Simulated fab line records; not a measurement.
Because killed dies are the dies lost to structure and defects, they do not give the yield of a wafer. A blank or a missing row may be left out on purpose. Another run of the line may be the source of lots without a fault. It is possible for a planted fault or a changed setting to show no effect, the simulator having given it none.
fab line records -- flow sky130
record lots=5, wafers=15, last_day=50
route steps=708 shown VIA3@586 METAL4@598 CAP2M@603 PAD_OPEN@708
lots that met no fault: taken from a fault-free run of the same line
start_h: start of the lot's first displayed wafer, in hours after the record's first day -- wait_h: hours elapsed since this lot's preceding step -- " repeats the value in the row above -- L1.1+2: one row covering several wafers at once -- - no value, or no start given -- * or withheld: withheld -- < > ~ a bound
route shown NAME@n: a module of which the file shows steps, and the number in the route of the first -- usual: mean and standard deviation over wafers with no fault -- same: alike in all rows -- chamber/n: place in a boat -- sites: per-site readings -- _std_site: the values' standard deviation -- _edge_site: inner sites' mean taken away from outer sites' mean -- radius_mm: for every site, how far away it sits from the centre of the wafer -- mask NAME#n: copy n -- behind: the last tool/chamber to shape the wafer -- hold: the reason the lot was held/the length of the hold in hours/how it ended -- device: transistor that didn't switch, given as n, p or np -- end of line: tests of these same wafers at the route's end -- a step without rows: its recipe alone -- killed: at the first sort, the dies lost to defects and structure; wafer yield is something else -- map: dies across one wafer; x = killed, . = not, _ = none there
set.NAME: the setting that was run; set.NAME@STEP: the one run at that earlier step -- model.NAME: the simulator's own value behind a step, which no gauge read
lots at selected steps of the route; one table per step, one row per wafer
services: a tool's chamber out of use, with start hour (start_h, from the record's first day; less than 0 if before it), hours out, and reason
## steps
# step SKY_VIA3_OVL_MEAS_13
# usual VIA3_OVL=3/5.7
lot.wafer,tool,chamber,start_h,wait_h,VIA3_OVL[nm]
L819.1,overlay-01,-,952.17,0.1,12
L819.5,overlay-01,-,952.17,0.1,13
L819.6,overlay-01,-,952.17,0.1,0
L820.1,overlay-01,-,956.87,0.1,2
L820.2,overlay-01,-,956.87,0.1,-2
L820.4,overlay-01,-,956.87,0.1,-1
L828.1,overlay-01,-,1017.02,0.1,4
L828.2,overlay-01,-,1017.02,0.1,12
L828.4,overlay-01,-,1017.02,0.1,12
L834.1,overlay-01,-,1061.29,0.1,1
L834.3,overlay-01,-,1061.29,0.1,-2
L834.4,overlay-01,-,1061.29,0.1,-3
L839.2,overlay-01,-,1088.20,0.1,11
L839.3,overlay-01,-,1088.20,0.1,8
L839.5,overlay-01,-,1088.20,0.1,5
# step SKY_VIA3_ETCH_14
# recipe chemistry=N2/H2, target=BARC, ion_energy_ev=200, source_w=500, bias_w=101.6, pressure_mtorr=30, n2_flow_sccm=100, h2_flow_sccm=200, stop_on=SiO2, time_s=45.9, target_depth_a=600
# step SKY_VIA3_ETCH_15
# recipe target=SiO2, chemistry=C4F8/O2/Ar, target_depth_nm=507, stop_on=TiN, mask_material=KrF-thick, source_w=1500, bias_w=1200, pressure_mtorr=40, c4f8_flow_sccm=withheld, O2_flow_sccm=6, Ar_flow_sccm=300, time_s=78
# step SKY_VIA3_STRIP_16
# recipe chemistry=O2/N2, power_w=1400, pressure_mtorr=1500, platen_temp_c=withheld, o2_flow_sccm=3000, n2_flow_sccm=300, overash_fraction=0.5
# step SKY_VIA3_STRIP_17
# recipe chemistry=post_etch_residue_remover, time_s=1200, temp_c=72.5
# step SKY_VIA3_CLEAN_18
# recipe chemistry=IPA, time_s=180, temp_c=25
# step SKY_VIA3_CLEAN_19
# recipe chemistry=O3/DIW, dry=n2_spin
# step SKY_VIA3_SPUTTER_20
# recipe material=TiN, target_thk_nm=20, chamber_pressure_pa=5, power_w=4000, time_s=80
# usual throttle_valve_pct=30.2/1.1
lot.wafer,tool,chamber,start_h,wait_h,throttle_valve_pct
L819.1,pvd_sputter-03,-,952.91,0.0,28.7
L819.5,pvd_sputter-03,-,952.91,0.0,29.0
L819.6,pvd_sputter-03,-,952.91,0.0,31.9
L820.1,pvd_sputter-02,-,957.69,0.0,31.3
L820.2,pvd_sputter-02,-,957.69,0.0,28.9
L820.4,pvd_sputter-02,-,957.69,0.0,29.5
L828.1,pvd_sputter-03,-,1017.96,0.0,28.8
L828.2,pvd_sputter-03,-,1017.96,0.0,29.9
L828.4,pvd_sputter-03,-,1017.96,0.0,29.5
L834.1,pvd_sputter-04,-,1062.03,0.0,31.9
L834.3,pvd_sputter-04,-,1062.03,0.0,30.6
L834.4,pvd_sputter-04,-,1062.03,0.0,30.0
L839.2,pvd_sputter-02,-,1089.01,0.0,29.6
L839.3,pvd_sputter-02,-,1089.01,0.0,31.4
L839.5,pvd_sputter-02,-,1089.01,0.0,31.3
# step SKY_VIA3_CVD_21
# recipe material=W, target_thk_nm=390, time_s=117.31, temp_c=400, pressure_torr=40
# usual heater_power_w=855/61
lot.wafer,tool,chamber,start_h,wait_h,heater_power_w,since_wet_clean_h
L819.1,cvd_w-02,0,952.97,0.0,792,35
L819.5,cvd_w-02,1,952.97,0.0,834,-
L819.6,cvd_w-02,0,952.97,0.0,747,-
L820.1,cvd_w-01,0,957.75,0.0,862,554
L820.2,cvd_w-01,1,957.75,0.0,926,554
L820.4,cvd_w-01,1,957.75,0.0,926,-
L828.1,cvd_w-01,1,1018.02,0.0,936,614
L828.2,cvd_w-01,0,1018.02,0.0,869,614
L828.4,cvd_w-01,1,1018.02,0.0,921,-
L834.1,cvd_w-02,1,1062.09,0.0,853,144
L834.3,cvd_w-02,0,1062.09,0.0,758,-
L834.4,cvd_w-02,1,1062.09,0.0,838,-
L839.2,cvd_w-01,0,1089.11,0.1,877,-
L839.3,cvd_w-01,0,1089.11,0.1,874,-
L839.5,cvd_w-01,0,1089.11,0.1,866,-
# step SKY_VIA3_RS_MEAS_22
# recipe thk_meas_gauge=four-point-probe, reads=W_of_VIA3_CVD_21+TiN_of_VIA3_SPUTTER_20
# usual VIA3_W_RS=0.292/0.0033
lot.wafer,tool,chamber,start_h,wait_h,VIA3_W_RS[ohm/sq]
L819.1,film_metro-01,-,953.09,0.1,0.298
L819.5,film_metro-01,-,953.09,0.1,0.287
L819.6,film_metro-01,-,953.09,0.1,0.296
L820.1,film_metro-01,-,957.87,0.1,0.293
L820.2,film_metro-01,-,957.87,0.1,0.296
L820.4,film_metro-01,-,957.87,0.1,0.291
L828.1,film_metro-03,-,1018.15,0.1,0.290
L828.2,film_metro-03,-,1018.15,0.1,0.294
L828.4,film_metro-03,-,1018.15,0.1,0.291
L834.1,film_metro-02,-,1062.21,0.1,0.289
L834.3,film_metro-02,-,1062.21,0.1,0.297
L834.4,film_metro-02,-,1062.21,0.1,0.287
L839.2,film_metro-02,-,1089.34,0.2,0.293
L839.3,film_metro-02,-,1089.34,0.2,0.297
L839.5,film_metro-02,-,1089.34,0.2,0.291
# step SKY_VIA3_THK_MEAS_23
# recipe thk_meas_gauge=xrf, reads=W_of_VIA3_CVD_21
# usual VIA3_W_THK=400/5.4
lot.wafer,tool,chamber,start_h,wait_h,VIA3_W_THK[nm]
L819.1,film_metro-01,-,953.21,0.1,393
L819.5,film_metro-01,-,953.21,0.1,407
L819.6,film_metro-01,-,953.21,0.1,395
L820.1,film_metro-01,-,957.99,0.1,399
L820.2,film_metro-01,-,957.99,0.1,391
L820.4,film_metro-01,-,957.99,0.1,400
L828.1,film_metro-03,-,1018.27,0.1,401
L828.2,film_metro-03,-,1018.27,0.1,397
L828.4,film_metro-03,-,1018.27,0.1,400
L834.1,film_metro-02,-,1062.33,0.1,411
L834.3,film_metro-02,-,1062.33,0.1,400
L834.4,film_metro-02,-,1062.33,0.1,414
L839.2,film_metro-02,-,1089.45,0.1,402
L839.3,film_metro-02,-,1089.45,0.1,398
L839.5,film_metro-02,-,1089.45,0.1,403
# step SKY_VIA3_CMP_24
# recipe stop_on=SiO2, t_overpolish_s=20, down_force_psi=3.5, platen_rpm=60, target_thk_nm=0, pad_velocity_m_s=0.94248
# step SKY_METAL4_SPUTTER_00
# recipe material=Ti, target_thk_nm=15, power_w=3000, time_s=10, chamber_pressure_pa=0.4
# usual throttle_valve_pct=29.7/1.1
lot.wafer,tool,chamber,start_h,wait_h,throttle_valve_pct
L819.1,pvd_sputter-01,-,953.57,0.2,29.2
L819.5,pvd_sputter-01,-,953.57,0.2,31.4
L819.6,pvd_sputter-01,-,953.57,0.2,28.1
L820.1,pvd_sputter-01,-,958.35,0.2,29.4
L820.2,pvd_sputter-01,-,958.35,0.2,29.3
L820.4,pvd_sputter-01,-,958.35,0.2,28.2
L828.1,pvd_sputter-01,-,1018.63,0.1,28.1
L828.2,pvd_sputter-01,-,1018.63,0.1,29.4
L828.4,pvd_sputter-01,-,1018.63,0.1,29.4
L834.1,pvd_sputter-03,-,1062.69,0.1,31.6
L834.3,pvd_sputter-03,-,1062.69,0.1,29.9
L834.4,pvd_sputter-03,-,1062.69,0.1,29.3
L839.2,pvd_sputter-03,-,1089.89,0.1,29.1
L839.3,pvd_sputter-03,-,1089.89,0.1,29.4
L839.5,pvd_sputter-03,-,1089.89,0.1,31.8
# step SKY_METAL4_SPUTTER_01
# recipe material=TiN, target_thk_nm=20, power_w=6500, time_s=16.7, chamber_pressure_pa=0.4
# step SKY_METAL4_SPUTTER_02
# recipe material=AlCu, target_thk_nm=735, power_w=10600, time_s=39.1, chamber_pressure_pa=0.4
# step SKY_METAL4_SPUTTER_03
# recipe material=Ti, target_thk_nm=5, power_w=3000, time_s=3.3, chamber_pressure_pa=0.4
# step SKY_METAL4_SPUTTER_04
# recipe material=TiN, target_thk_nm=70, power_w=6500, time_s=56.05, chamber_pressure_pa=0.4
# step SKY_CAP2M_CVD_00
# recipe material=SiO2, target_thk_nm=15.5, temp_c=400, time_s=withheld, rf_w=450
# usual heater_power_w=698/78
lot.wafer,tool,chamber,start_h,wait_h,heater_power_w
L819.1,pecvd-01,1,953.72,0.0,785
L819.5,pecvd-01,0,953.72,0.0,683
L819.6,pecvd-01,1,953.72,0.0,809
L820.1,pecvd-02,0,958.51,0.0,604
L820.2,pecvd-02,2,958.51,0.0,667
L820.4,pecvd-02,0,958.51,0.0,600
L828.1,pecvd-04,0,1018.78,0.0,646
L828.2,pecvd-04,2,1018.78,0.0,796
L828.4,pecvd-04,0,1018.78,0.0,640
L834.1,pecvd-02,2,1062.84,0.0,737
L834.3,pecvd-02,0,1062.84,0.0,570
L834.4,pecvd-02,2,1062.84,0.0,754
L839.2,pecvd-04,1,1090.04,0.0,758
L839.3,pecvd-04,2,1090.04,0.0,751
L839.5,pecvd-04,1,1090.04,0.0,793
# step SKY_CAP2M_THK_MEAS_01
# recipe reads=SiO2_of_CAP2M_CVD_00
# usual CAP2M_CVD_00_THK=15.49/0.25
lot.wafer,tool,chamber,start_h,wait_h,CAP2M_CVD_00_THK[nm]
L819.1,film_metro-02,-,953.75,-,15.22
L819.5,film_metro-02,-,953.75,-,15.93
L819.6,film_metro-02,-,953.75,-,15.29
L820.1,film_metro-02,-,958.53,-,15.36
L820.2,film_metro-02,-,958.53,-,15.14
L820.4,film_metro-02,-,958.53,-,15.62
L828.1,film_metro-04,-,1018.81,-,15.45
L828.2,film_metro-04,-,1018.81,-,14.83
L828.4,film_metro-04,-,1018.81,-,15.65
L834.1,film_metro-04,-,1062.88,-,15.15
L834.3,film_metro-04,-,1062.88,-,15.63
L834.4,film_metro-04,-,1062.88,-,15.28
L839.2,film_metro-04,-,1090.08,-,15.50
L839.3,film_metro-04,-,1090.08,-,15.05
L839.5,film_metro-04,-,1090.08,-,15.94
# step SKY_CAP2M_SPUTTER_02
# recipe material=TiN, target_thk_nm=200, temp_c=300, power_w=6500, time_s=166.7, chamber_pressure_pa=0.4
# usual throttle_valve_pct=30.1/0.98
lot.wafer,tool,chamber,start_h,wait_h,throttle_valve_pct
L819.1,pvd_sputter-04,-,953.81,0.1,31.8
L819.5,pvd_sputter-04,-,953.81,0.1,30.3
L819.6,pvd_sputter-04,-,953.81,0.1,29.8
L820.1,pvd_sputter-04,-,958.59,0.1,31.7
L820.2,pvd_sputter-04,-,958.59,0.1,30.1
L820.4,pvd_sputter-04,-,958.59,0.1,29.2
L828.1,pvd_sputter-04,-,1018.87,0.1,29.7
L828.2,pvd_sputter-04,-,1018.87,0.1,29.3
L828.4,pvd_sputter-04,-,1018.87,0.1,30.4
L834.1,pvd_sputter-02,-,1062.94,0.1,29.8
L834.3,pvd_sputter-02,-,1062.94,0.1,29.4
L834.4,pvd_sputter-02,-,1062.94,0.1,29.9
L839.2,pvd_sputter-02,-,1090.13,0.0,29.6
L839.3,pvd_sputter-02,-,1090.13,0.0,31.4
L839.5,pvd_sputter-02,-,1090.13,0.0,31.4
# step SKY_CAP2M_RS_MEAS_03
# recipe thk_meas_gauge=four-point-probe, reads=TiN_of_CAP2M_SPUTTER_02
# usual CAP2M_TIN_RS=6.89/0.08
lot.wafer,tool,chamber,start_h,wait_h,CAP2M_TIN_RS[ohm/sq]
L819.1,film_metro-04,-,953.91,0.1,6.93
L819.5,film_metro-04,-,953.91,0.1,6.98
L819.6,film_metro-04,-,953.91,0.1,6.73
L820.1,film_metro-02,-,958.70,0.1,6.91
L820.2,film_metro-02,-,958.70,0.1,6.94
L820.4,film_metro-02,-,958.70,0.1,7.02
L828.1,film_metro-04,-,1018.98,0.1,6.81
L828.2,film_metro-04,-,1018.98,0.1,6.91
L828.4,film_metro-04,-,1018.98,0.1,6.94
L834.1,film_metro-01,-,1063.05,0.1,6.88
L834.3,film_metro-01,-,1063.05,0.1,6.77
L834.4,film_metro-01,-,1063.05,0.1,6.87
L839.2,film_metro-02,-,1090.25,0.1,6.84
L839.3,film_metro-02,-,1090.25,0.1,6.85
L839.5,film_metro-02,-,1090.25,0.1,6.87
# step SKY_CAP2M_THK_MEAS_04
# recipe thk_meas_gauge=xrf, reads=TiN_of_CAP2M_SPUTTER_02
# usual CAP2M_TIN_THK=204.2/2.6
lot.wafer,tool,chamber,start_h,wait_h,CAP2M_TIN_THK[nm]
L819.1,film_metro-04,-,954.03,0.1,204.2
L819.5,film_metro-04,-,954.03,0.1,203.2
L819.6,film_metro-04,-,954.03,0.1,209.4
L820.1,film_metro-02,-,958.82,0.1,204.1
L820.2,film_metro-02,-,958.82,0.1,204.1
L820.4,film_metro-02,-,958.82,0.1,201.8
L828.1,film_metro-04,-,1019.10,0.1,206.3
L828.2,film_metro-04,-,1019.10,0.1,203.8
L828.4,film_metro-04,-,1019.10,0.1,201.8
L834.1,film_metro-01,-,1063.17,0.1,201.9
L834.3,film_metro-01,-,1063.17,0.1,206.3
L834.4,film_metro-01,-,1063.17,0.1,201.7
L839.2,film_metro-02,-,1090.36,0.1,205.4
L839.3,film_metro-02,-,1090.36,0.1,205.9
L839.5,film_metro-02,-,1090.36,0.1,205.5
# step SKY_CAP2M_DEHYDRATE_05
# recipe temp_c=200, time_s=60
# step SKY_CAP2M_HMDS_06
# recipe prime_time_s=60, prime_temp_c=120
# step SKY_CAP2M_COAT_07
# recipe resist=NOVOLAK, spin_rpm=3000, resist_thk_nm=1140
# step SKY_CAP2M_SOFTBAKE_08
# recipe temp_c=90, time_s=60, resist=NOVOLAK
# step SKY_CAP2M_EXPOSE_09
# recipe mask_id=CAP2M, na=0.6, source_shape=conventional, sigma_outer=0.6, polarization=unpolarized, target_cd_nm=1000, dose_mj=159
# step SKY_CAP2M_PEB_10
# recipe temp_c=withheld, time_s=*, resist=NOVOLAK
# step SKY_CAP2M_DEVELOP_11
# recipe resist=NOVOLAK, developer=TMAH, develop_time_s=60, dev_temp_c=23
# step SKY_CAP2M_OVL_MEAS_12
# usual CAP2M_OVL=0.6/1.3
lot.wafer,tool,chamber,start_h,wait_h,CAP2M_OVL[nm]
L819.1,overlay-02,-,978.46,0.1,2.0
L819.5,overlay-02,-,978.46,0.1,1.9
L819.6,overlay-02,-,978.46,0.1,2.9
L820.1,overlay-01,-,982.16,0.1,1.0
L820.2,overlay-01,-,982.16,0.1,1.1
L820.4,overlay-01,-,982.16,0.1,-0.1
L828.1,overlay-01,-,1041.45,0.1,-0.8
L828.2,overlay-01,-,1041.45,0.1,1.3
L828.4,overlay-01,-,1041.45,0.1,1.5
L834.1,overlay-01,-,1084.55,0.1,-1.2
L834.3,overlay-01,-,1084.55,0.1,-1.0
L834.4,overlay-01,-,1084.55,0.1,-2.0
L839.2,overlay-01,-,1110.81,0.1,0.3
L839.3,overlay-01,-,1110.81,0.1,0.5
L839.5,overlay-01,-,1110.81,0.1,-0.6
# step SKY_CAP2M_METAL_ETCH_13
# recipe target_depth_nm=220, stop_on=SiO2, chemistry=Cl2/BCl3, target=TiN, pressure_mtorr=10, icp_w=900, bias_w=48.5, Cl2_flow_sccm=60, bcl3_flow_sccm=30, time_s=62.9
# step SKY_CAP2M_STRIP_14
# recipe chemistry=O2/N2, power_w=1400, pressure_mtorr=1500, platen_temp_c=withheld, o2_flow_sccm=3000, n2_flow_sccm=300, overash_fraction=0.5
# usual drypump_motor_current_A=5.8/0.41, oes_product_au=0.710/0.0044, strip_time_to_endpoint_s=12.65/0.049
lot.wafer,tool,chamber,start_h,wait_h,drypump_motor_current_A,oes_product_au,rf_hours_counter_h,strip_time_to_endpoint_s
L819.1,plasma_asher-04,0,978.58,0.1,6.1,0.711,22,12.67
L819.5,plasma_asher-04,0,978.58,0.1,6.1,0.711,-,12.65
L819.6,plasma_asher-04,1,978.58,0.1,6.0,0.709,-,12.69
L820.1,plasma_asher-02,0,982.28,0.1,5.9,0.718,58,12.57
L820.2,plasma_asher-02,1,982.28,0.1,4.9,0.709,58,12.67
L820.4,plasma_asher-02,1,982.28,0.1,4.9,0.710,-,12.58
L828.1,plasma_asher-04,0,1041.56,0.1,6.1,0.708,28,12.65
L828.2,plasma_asher-04,1,1041.56,0.1,6.0,0.711,28,12.61
L828.4,plasma_asher-04,1,1041.56,0.1,6.0,0.712,-,12.66
L834.1,plasma_asher-04,1,1084.66,0.1,6.0,0.706,32,12.70
L834.3,plasma_asher-04,0,1084.66,0.1,6.1,0.710,-,12.66
L834.4,plasma_asher-04,1,1084.66,0.1,6.1,0.706,-,12.64
L839.2,plasma_asher-01,0,1110.91,0.1,6.3,0.714,100,12.67
L839.3,plasma_asher-01,1,1110.91,0.1,5.4,0.711,-,12.70
L839.5,plasma_asher-01,1,1110.91,0.1,5.4,0.709,-,12.68
# step SKY_CAP2M_STRIP_15
# recipe chemistry=post_etch_residue_remover, time_s=1200, temp_c=72.5
# step SKY_CAP2M_CLEAN_16
# recipe chemistry=IPA, time_s=180, temp_c=25
# step SKY_CAP2M_CLEAN_17
# recipe chemistry=O3/DIW, dry=n2_spin
# step SKY_METAL4_DEHYDRATE_05
# recipe temp_c=200, time_s=60
# step SKY_METAL4_HMDS_06
# recipe prime_time_s=60, prime_temp_c=120
# step SKY_METAL4_COAT_07
# recipe resist=BARC, temp_c=withheld, time_s=withheld, spin_rpm=3000, resist_thk_nm=60
# step SKY_METAL4_COAT_08
# recipe resist=KrF-thick, spin_rpm=3000, resist_thk_nm=1140
# step SKY_METAL4_SOFTBAKE_09
# recipe temp_c=100, time_s=90, resist=KrF-thick
# step SKY_METAL4_EXPOSE_10
# recipe mask_id=MM4, na=0.68, source_shape=annular, sigma_inner=0.4, sigma_outer=0.8, target_cd_nm=300, dose_mj=28
# step SKY_METAL4_PEB_11
# recipe peb_temp_c=withheld, peb_time_s=withheld, resist=KrF-thick
# step SKY_PAD_OPEN_PROBE_99
# usual defect_limited_yield=82.6/1.9, killed_at_M0_to_M3=43/5.9, killed_at_M4_up=2.9/1.5, killed_at_contacts=24/5, killed_at_front_end=15/4.8, killed_at_other=0.2/0.5, killed_dies=86/9.3, killed_open=47/7.1, killed_short=38/6.3, sort_bin_3_pad_short=0.8/0.42, sort_bin_5_function=10.2/1.4, sort_bin_6_memory=6.4/1.1, sort_n_pass=406/9.3, sort_yield_pct=82.6/1.9
# same gross_dies=492, killed_at_back_side=0, sort_bin_4_leakage[%]=0, sort_bin_8_speed[%]=0
lot.wafer,tool,chamber,start_h,wait_h,hold,defect_limited_yield[%],killed_at_M0_to_M3,killed_at_M4_up,killed_at_contacts,killed_at_front_end,killed_at_other,killed_dies,killed_open,killed_short,sort_bin_3_pad_short[%],sort_bin_5_function[%],sort_bin_6_memory[%],sort_n_pass,sort_yield_pct[%],model.etest.tester.sort_n_pass,model.etest.tester.sort_yield_pct,model.etest.tester.sort_bin_5_pct,model.etest.tester.sort_bin_3_pct
L819.1,prober-01,-,1098.03,0.1,-,83.1,35,3,24,21,0,83,48,35,0.2,9.8,6.9,409,83.1,409,83.13,9.756,0.2033
L819.5,prober-01,-,1098.23,0.2,-,80.3,47,3,30,17,0,97,48,49,1.2,12.2,6.3,395,80.3,395,80.28,12.2,1.22
L819.6,prober-01,-,1098.28,0.2,-,79.7,51,2,27,19,1,100,50,50,0.8,10.6,8.9,392,79.7,392,79.67,10.57,0.813
L820.1,prober-02,-,1098.68,0.1,-,81.7,56,0,23,11,0,90,58,32,1.0,10.0,7.3,402,81.7,402,81.71,9.959,1.016
L820.2,prober-02,-,1098.73,0.1,-,80.3,55,4,30,8,0,97,57,40,0.8,12.6,6.3,395,80.3,395,80.28,12.6,0.813
L820.4,prober-02,-,1098.83,0.2,-,82.5,49,5,22,10,0,86,46,40,1.0,11.0,5.5,406,82.5,406,82.52,10.98,1.016
L828.1,prober-02,-,1152.67,0.1,await_dispo/1.3h/release,82.7,46,4,22,13,0,85,51,34,0.8,9.8,6.7,407,82.7,407,82.72,9.756,0.813
L828.2,prober-02,-,1152.72,0.1,await_dispo/1.3h/release,78.0,38,40,13,17,0,108,37,34,2.8,13.4,5.7,384,78.0,384,78.05,13.41,2.846
L828.4,prober-02,-,1152.82,0.2,await_dispo/1.3h/release,86.4,32,0,19,16,0,67,35,32,1.0,6.5,6.1,425,86.4,425,86.38,6.504,1.016
L834.1,prober-01,-,1183.52,0.1,-,84.8,36,0,24,15,0,75,46,29,0.4,9.8,5.1,417,84.8,417,84.76,9.756,0.4065
L834.3,prober-01,-,1183.62,0.2,-,83.7,43,2,19,16,0,80,45,35,0.2,11.4,4.7,412,83.7,412,83.74,11.38,0.2033
L834.4,prober-01,-,1183.67,0.2,-,82.9,46,2,22,13,1,84,46,38,0.8,10.6,5.7,408,82.9,408,82.93,10.57,0.813
L839.2,prober-02,-,1208.89,0.1,-,81.5,42,4,26,19,0,91,55,36,0.6,12.0,5.9,401,81.5,401,81.5,11.99,0.6098
L839.3,prober-02,-,1208.94,0.2,-,81.5,42,2,31,16,0,91,47,44,1.0,10.0,7.5,401,81.5,401,81.5,9.959,1.016
L839.5,prober-02,-,1209.04,0.2,-,79.7,41,2,32,25,0,100,51,49,1.4,10.8,8.1,392,79.7,392,79.67,10.77,1.423
# killed by level:class
L819.1 VIA1:geometric_particle:open=9 FIELD_ISO:geometric_particle:open=8 LI_CONTACT:geometric_particle:open=8 CONTACT:geometric_particle:open=6 FIELD_ISO:geometric_particle:short=5 VIA3:geometric_particle:open=5 VIA3:geometric_particle:short=4 CONTACT:geometric_particle:short=4
L819.5 VIA1:geometric_particle:open=10 FIELD_ISO:geometric_particle:short=7 CONTACT:geometric_particle:open=7 LI_CONTACT:geometric_particle:open=7 CONTACT:geometric_particle:short=6 METAL2:geometric_particle:short=6 VIA3:geometric_particle:open=6 LOCAL_INTERCONNECT:geometric_particle:short=5
L819.6 LI_CONTACT:geometric_particle:open=11 METAL2:geometric_particle:short=11 VIA2:geometric_particle:open=9 VIA3:geometric_particle:open=9 CONTACT:geometric_particle:open=8 METAL3:geometric_particle:short=6 CONTACT:geometric_particle:short=5 FIELD_ISO:geometric_particle:open=4
L820.1 VIA1:geometric_particle:open=13 VIA3:geometric_particle:open=10 VIA2:geometric_particle:open=8 LI_CONTACT:geometric_particle:open=7 CONTACT:geometric_particle:open=6 VIA1:geometric_particle:short=6 METAL3:geometric_particle:short=5 FIELD_ISO:geometric_particle:open=4
L820.2 VIA1:geometric_particle:open=19 CONTACT:geometric_particle:open=10 METAL1:geometric_particle:short=9 VIA1:geometric_particle:short=8 LI_CONTACT:geometric_particle:open=6 VIA3:geometric_particle:open=6 LI_CONTACT:geometric_particle:short=5 POLY_GATE:geometric_particle:open=4
L820.4 VIA1:geometric_particle:open=9 METAL1:geometric_particle:short=8 LI_CONTACT:geometric_particle:open=7 VIA2:geometric_particle:open=7 CONTACT:geometric_particle:open=7 VIA3:geometric_particle:open=6 LOCAL_INTERCONNECT:geometric_particle:short=5 METAL2:geometric_particle:short=5
L828.1 CONTACT:geometric_particle:open=10 VIA3:geometric_particle:open=10 VIA1:geometric_particle:open=9 METAL1:geometric_particle:short=6 VIA2:geometric_particle:open=6 FIELD_ISO:geometric_particle:open=5 VIA3:geometric_particle:short=5 LI_CONTACT:geometric_particle:open=4
L828.2 METAL4:unspecified=37 VIA1:geometric_particle:open=10 VIA1:geometric_particle:short=8 VIA2:geometric_particle:open=6 POLY_GATE:geometric_particle:short=4 POLY_GATE:geometric_particle:open=4 CONTACT:geometric_particle:open=4 VIA3:geometric_particle:open=4
L828.4 VIA1:geometric_particle:open=6 CONTACT:geometric_particle:open=6 METAL3:geometric_particle:short=6 VIA3:geometric_particle:open=6 POLY_GATE:geometric_particle:short=4 LI_CONTACT:geometric_particle:open=4 CONTACT:geometric_particle:short=4 METAL2:geometric_particle:short=4
L834.1 CONTACT:geometric_particle:open=10 VIA1:geometric_particle:open=10 VIA3:geometric_particle:open=9 FIELD_ISO:geometric_particle:open=7 VIA1:geometric_particle:short=6 LI_CONTACT:geometric_particle:open=5 LOCAL_INTERCONNECT:geometric_particle:short=4 METAL2:geometric_particle:short=4
L834.3 VIA1:geometric_particle:open=10 VIA1:geometric_particle:short=7 VIA3:geometric_particle:open=7 FIELD_ISO:geometric_particle:open=6 CONTACT:geometric_particle:open=6 METAL2:geometric_particle:short=6 POLY_GATE:geometric_particle:open=5 LI_CONTACT:geometric_particle:open=4
L834.4 VIA1:geometric_particle:open=13 CONTACT:geometric_particle:open=8 METAL2:geometric_particle:short=7 CONTACT:geometric_particle:short=6 VIA3:geometric_particle:open=5 VIA2:geometric_particle:open=5 LI_CONTACT:geometric_particle:open=4 FIELD_ISO:geometric_particle:open=3
L839.2 CONTACT:geometric_particle:open=14 VIA1:geometric_particle:open=10 LI_CONTACT:geometric_particle:open=9 METAL2:geometric_particle:short=7 VIA2:geometric_particle:open=6 FIELD_ISO:geometric_particle:short=5 METAL1:geometric_particle:short=4 VIA3:geometric_particle:open=4
L839.3 CONTACT:geometric_particle:open=11 VIA1:geometric_particle:open=9 LI_CONTACT:geometric_particle:open=8 VIA1:geometric_particle:short=7 FIELD_ISO:geometric_particle:short=6 CONTACT:geometric_particle:short=5 METAL2:geometric_particle:short=5 LOCAL_INTERCONNECT:geometric_particle:short=4
L839.5 CONTACT:geometric_particle:open=11 METAL1:geometric_particle:short=10 VIA1:geometric_particle:open=9 LI_CONTACT:geometric_particle:open=8 FIELD_ISO:geometric_particle:open=7 POLY_GATE:geometric_particle:short=6 CONTACT:geometric_particle:short=6 METAL3:geometric_particle:short=5
# map L828.2 (x killed, . not)
__________x........._________
________...........x.._______
______.................._____
_____.....x...x.....xx...____
____...x..........x...x...___
___xx.....xx...........x...__
__x.....x...x............x.._
_.....x............x....x..x.
_.x........x....xx..x.....x..
_......x..x.......x....x.x..x
_............x...........x...
_....x.....x....x...x....x.x.
_......x...............x.....
_....x.....x......x....xxxxxx
_x.x......x...........xxxxxxx
__.....x...x.........xxxxxxx_
___.xx......x.x...x.xxxxxxx__
____x.x......x......xxxxxx___
_____.......x....x...xxxx____
______......xx........xx_____
________......x.x...x._______
__________.....x...x_________
# map L820.2 (x killed, . not)
__________x...x....._________
________..........x..._______
______...x.x...x.x.x.x.x_____
_____....x.....x...x.....____
____x...x.x..x...x...x....___
___x..xx....x............x.__
__...x......xx.............._
_.x.........x.......x........
_x.....x.x............x......
_.x.xx........x...x.x....x...
_.....x...xx.....x..x......xx
_.............x..........xx.x
_x...x...........x.x...x..x..
_.....x................x.....
_.....xxx..xx....xx.....xx...
__....x.....x...x....x.xx..x_
___x...x.xx........x.xx..x.__
____.x....x.....x..x.....x___
_____.x..x...............____
______...........x......_____
________x..x.....xx..._______
__________.......x.._________
## services
tool,chamber,start_h,hours,kind
plasma_asher-02,-,930.86,1.9,repair
cvd_w-02,1,933.83,14.6,repair
plasma_asher-01,-,938.12,5.6,repair
cvd_w-01,0,940.04,9.2,repair
cvd_w-02,0,941.55,8.1,repair
pecvd-02,-,946.56,2.7,repair
plasma_asher-04,-,973.40,1.5,repair
pecvd-02,1,985.55,4.6,repair
pvd_sputter-01,-,998.05,2.1,repair
plasma_asher-02,-,1010.94,2.8,repair
pecvd-02,1,1030.40,80.1,repair
pecvd-01,-,1033.15,97.2,repair
pecvd-04,2,1044.48,12.0,repair
pvd_sputter-04,-,1053.87,1.9,repair
pvd_sputter-01,-,1065.34,5.4,repair
pecvd-02,-,1071.12,0.7,repair
pvd_sputter-03,-,1072.59,3.6,repair
cvd_w-02,1,1075.94,16.4,repair
cvd_w-02,-,1076.57,0.3,repair
pecvd-04,1,1080.61,5.4,repair
cvd_w-01,1,1088.38,24.5,repair
cvd_w-01,0,1092.23,4.8,repair
plasma_asher-04,-,1092.26,2.3,repair
pvd_sputter-03,-,1094.92,1.5,repair
## key
first_sign step=SKY_PAD_OPEN_PROBE_99, reading=killed_at_M4_up, direction=up, sigmas=24, usual=2.9, struck=40
effect step=SKY_PAD_OPEN_PROBE_99, reading=sort_bin_3_pad_short, direction=up, sigmas=4.9, usual=0.8, struck=2.8
model_effect step=SKY_PAD_OPEN_PROBE_99, value=etest.tester.sort_n_pass, without=415, struck=384
met_at SKY_METAL4_SPUTTER_00
struck_wafers L828.2
onset_between 958.35 1018.63
fault kind=chamber_particle_source, tool=pvd_sputter-01, chamber=-, onset_h=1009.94, steps=SKY_METAL4_SPUTTER_00, rate_per_visit_cm2=1.7273, end_h=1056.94, scope=struck_wafers_only
